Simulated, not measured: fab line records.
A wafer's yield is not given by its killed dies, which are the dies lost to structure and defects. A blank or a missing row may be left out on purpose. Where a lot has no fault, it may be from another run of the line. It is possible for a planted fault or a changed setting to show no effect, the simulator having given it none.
Matching of chambers -- flow sky130 -- SKY_POLY_GATE_ETCH_15 on rie diel-01: 4 sister chambers
The step etches BARC in N2/H2, stops on SiO2, time 118.5 s, target depth 110 nm. 4 wafers are shown with their chamber, then 7 later ones without.

## WAFERS PAIRED WITH THEIR CHAMBERS
wafer,chamber,oes product au (a.u.)
L410.6,0,0.708
L419.4,1,0.716
L425.2,3,0.714
L425.5,2,0.719

## WAFERS MISSING THEIR CHAMBER
wafer,oes product au (a.u.)
L425.6,0.712
L429.1,0.715
L429.2,0.724
L429.4,0.717
L430.4,0.718
L430.5,0.713
L430.6,0.711

## THE CHAMBER EACH PASSED THROUGH
wafer,from the rows above,in truth
L425.6,can't be placed: 3 or 0 or 1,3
L429.1,can't be placed: 1 or 3 or 2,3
L429.2,can't be placed: 2 or 1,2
L429.4,can't be placed: 1 or 2 or 3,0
L430.4,can't be placed: 2 or 1 or 3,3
L430.5,can't be placed: 3 or 1 or 0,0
L430.6,can't be placed: 0 or 3 or 1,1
Placed correctly: 0 of 7. Not placeable from these rows: 7 (in 6, the candidates include the true chamber). Placed wrongly: 0.
How it was worked out, from the rows above alone: a wafer's distance from a chamber is the root of the sum, over the readings, of the square of ((its reading less the chamber's mean) divided by the reading's scatter). If the next closest chamber is less than 2 further off than the closest, the wafer can't be placed; otherwise it belongs to the closest. Each chamber's mean is taken over the wafers shown for it. The scatter: with one shown wafer a chamber, the root of the mean of the squares of how far each hidden wafer lies from its nearest shown one.
